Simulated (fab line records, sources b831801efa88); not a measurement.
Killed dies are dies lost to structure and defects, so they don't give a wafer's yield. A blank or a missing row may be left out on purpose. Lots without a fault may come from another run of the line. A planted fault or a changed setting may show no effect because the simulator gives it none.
A struck lot beside a sound one | flow sky130 | 41 steps out of a route of 708
Sound: wafers L504.1, L504.2, L504.5. Struck: wafers L508.1, L508.2, L508.5. The cause comes at the end.
At each step with rows: each side's tool, then ch and its chambers, then its first start. Under that, the readings that differ: sound wafers | struck wafers | difference of the means | sigmas: that difference in standard deviations of wafers without a fault.
alike: readings whose means differ by less than 2 such deviations, and words and numbers that are the same on both sides. not compared: withheld readings, readings that some wafer has no value for, bounds like >300 that may hide the same value, and numbers for which the record gives no deviation and whose values overlap.
The two part at a step that has a row with sigmas, a row that says differs or no value, or rows on one side only. Numbers that don't overlap but have no deviation are shown without sigmas and don't part them. A reading that every wafer of one side lacks parts them only if that side has two wafers or more.

first, 5 steps without rows for these wafers: SKY_GATE_OXIDE_COAT_05 (resist thk 1140 nm); SKY_GATE_OXIDE_SOFTBAKE_06 (time 60 s); SKY_GATE_OXIDE_EXPOSE_07 (exposes mask LVOM, target cd 600 nm); SKY_GATE_OXIDE_PEB_08; SKY_GATE_OXIDE_DEVELOP_09 (develop time 60 s).
SKY_GATE_OXIDE_OVL_MEAS_10:
  sound on overlay-01, day 16 21:29; struck on overlay-01, day 18 08:44
  alike: GATE_OXIDE_OVL
then, 2 steps without rows for these wafers: SKY_GATE_OXIDE_IMPLANT_11; SKY_GATE_OXIDE_WET_ETCH_12 (etches SiO2 in dHF, target depth 16.8 nm, time 336 s).
SKY_GATE_OXIDE_STRIP_13: strips in O2/N2.
  sound on plasma_asher-01 ch 0,1, day 16 21:48; struck on plasma_asher-01 ch 0,1, day 18 09:02
  alike: drypump_motor_current_A, o2_flow_sccm, oes_product_au, strip_time_to_endpoint_s
  not compared: rf_hours_counter_h
SKY_GATE_OXIDE_TW_MEAS_14:
  sound on film_metro-01, day 16 21:54; struck on film_metro-02, day 18 09:08
  alike: GATE_OXIDE_TW
then, 2 steps without rows for these wafers: SKY_GATE_OXIDE_CLEAN_15 (cleans in SC1/SC2, time 150 s); SKY_GATE_OXIDE_OXIDATION_16 (stabilise 600 s, purge 300 s, target thk 3.57 nm).
SKY_POLY_GATE_CVD_00: deposits poly-Si, target thk 180 nm, time 720 s.
  sound on lpcvd-01 ch 0, day 17 01:05; struck on lpcvd-01 ch 1, day 18 11:57
  reading                                       | sound             | struck          | difference | sigmas
  zone_power_top_pct (%)                        | 16.4 16.3 16.7    | 20.1 20.2 20.3  | +3.7       | +2
  model.poly-Si_of_POLY_GATE_CVD_00.thk_nm (nm) | 181.9 179.9 179.8 | 225.1 226 224.8 | +44.8      |
  alike: spike_tc_upper_C, zone_power_bottom_pct
SKY_POLY_GATE_THK_MEAS_01:
  sound on film_metro-04, day 17 02:17; struck on film_metro-02, day 18 13:09
  reading                   | sound             | struck            | difference | sigmas
  POLY_GATE_CVD_00_THK (nm) | 181.8 179.7 179.7 | 225.1 226.2 224.8 | +45.0      | +24
then, 8 steps without rows for these wafers: SKY_RES_PROTECT_DEHYDRATE_00 (time 60 s); SKY_RES_PROTECT_HMDS_01 (prime time 60 s); SKY_RES_PROTECT_COAT_02 (resist thk 1140 nm); SKY_RES_PROTECT_SOFTBAKE_03 (time 60 s); SKY_RES_PROTECT_EXPOSE_04 (exposes mask RPM, target cd 1270 nm); SKY_RES_PROTECT_PEB_05; SKY_RES_PROTECT_DEVELOP_06 (develop time 60 s); SKY_POLY_GATE_IMPLANT_02.
SKY_RES_PROTECT_STRIP_07: strips in O2/N2.
  sound on plasma_asher-02 ch 0,1, day 18 08:35; struck on plasma_asher-03 ch 0,1, day 19 20:14
  reading                      | sound             | struck            | difference | sigmas
  strip_time_to_endpoint_s (s) | 23.24 23.21 23.24 | 23.33 23.35 23.43 | +0.14      | +3
  alike: drypump_motor_current_A, o2_flow_sccm, oes_product_au
  not compared: rf_hours_counter_h
SKY_RES_PROTECT_TW_MEAS_08:
  sound on film_metro-02, day 18 08:41; struck on film_metro-03, day 19 20:20
  alike: POLY_GATE_TW
SKY_RES_PROTECT_CLEAN_09: cleans in SC1/SC2, time 150 s.
  sound on wet_bench-04 ch 0, day 18 08:45; struck on wet_bench-02 ch 2, day 19 20:23
  reading                                       | sound             | struck            | difference | sigmas
  model.poly-Si_of_POLY_GATE_CVD_00.thk_nm (nm) | 181.2 179.3 179.1 | 224.5 225.4 224.1 | +44.8      |
  alike: bath_guard_temp_C
then, 1 step without rows for these wafers: SKY_POLY_GATE_CVD_03 (deposits Si3N4 from DCS/NH3, target thk 75 nm, time 1290 s).
SKY_POLY_GATE_THK_MEAS_04:
  sound on film_metro-04, day 18 13:38; struck on film_metro-03, day 19 21:48
  alike: POLY_GATE_CVD_03_THK
then, 8 steps without rows for these wafers: SKY_POLY_GATE_DEHYDRATE_05 (time 60 s); SKY_POLY_GATE_HMDS_06 (prime time 60 s); SKY_POLY_GATE_COAT_07 (resist thk 110 nm); SKY_POLY_GATE_COAT_08 (resist thk 450 nm); SKY_POLY_GATE_SOFTBAKE_09 (time 90 s); SKY_POLY_GATE_EXPOSE_10 (exposes mask P1M, target cd 150 nm); SKY_POLY_GATE_PEB_11; SKY_POLY_GATE_DEVELOP_12 (develop time 60 s).
SKY_POLY_GATE_CD_MEAS_13: target cd 150 nm.
  sound on cd_sem-01, day 19 21:11; struck on cd_sem-02, day 21 04:42
  reading    | sound             | struck            | difference | sigmas
  cd_nm (nm) | 147.8 148.3 146.9 | 152.3 151.5 150.6 | +3.8       | +3
SKY_POLY_GATE_OVL_MEAS_14:
  sound on overlay-02, day 19 21:18; struck on overlay-02, day 21 04:49
  alike: POLY_GATE_OVL
SKY_POLY_GATE_ETCH_15: etches BARC in N2/H2, stops on SiO2, time 118.5 s, target depth 110 nm.
  sound on rie_diel-02 ch 2,3, day 19 21:20; struck on rie_diel-01 ch 2,3, day 21 04:52
  alike: drypump_motor_current_A, oes_product_au, throttle_valve_pct
  not compared: rf_hours_counter_h
SKY_POLY_GATE_ETCH_16: etches Si3N4 in CH3F/O2, stops on poly-Si, time 147.5 s, target depth 75 nm.
  sound on rie_diel-02 ch 2,3, day 19 21:25; struck on rie_diel-01 ch 2,3, day 21 04:56
  alike: drypump_motor_current_A, oes_product_au, throttle_valve_pct
  not compared: rf_hours_counter_h
SKY_POLY_GATE_ETCH_17: etches poly-Si in HBr/Cl2, stops on SiO2, target depth 180 nm, time 70.5 s.
  sound on rie_si-02 ch 0,2,3, day 19 21:31; struck on rie_si-01 ch 0,1,2, day 21 05:02
  alike: drypump_motor_current_A, mfc_cl2_sccm, oes_product_au, throttle_valve_pct
  not compared: rf_hours_counter_h, model.etch.depth_nm, model.POLY_GATE.feature_depth_nm
SKY_POLY_GATE_STRIP_18: strips in O2/N2.
  sound on plasma_asher-03 ch 0,1, day 19 21:34; struck on plasma_asher-04 ch 0,1, day 21 05:06
  alike: drypump_motor_current_A, o2_flow_sccm, oes_product_au, strip_time_to_endpoint_s
  not compared: rf_hours_counter_h

WHERE THEY PART
First at SKY_POLY_GATE_CVD_00; last, within this record, at SKY_POLY_GATE_CD_MEAS_13. Later steps at which nothing parts them and some readings are alike: SKY_POLY_GATE_OVL_MEAS_14, SKY_POLY_GATE_ETCH_15, SKY_POLY_GATE_ETCH_16, SKY_POLY_GATE_ETCH_17, SKY_POLY_GATE_STRIP_18.

WHY: what the simulator had put in
Process parameter drift: lpcvd-01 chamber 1, from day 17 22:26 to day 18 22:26, at SKY_POLY_GATE_CVD_00. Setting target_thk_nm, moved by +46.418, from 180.
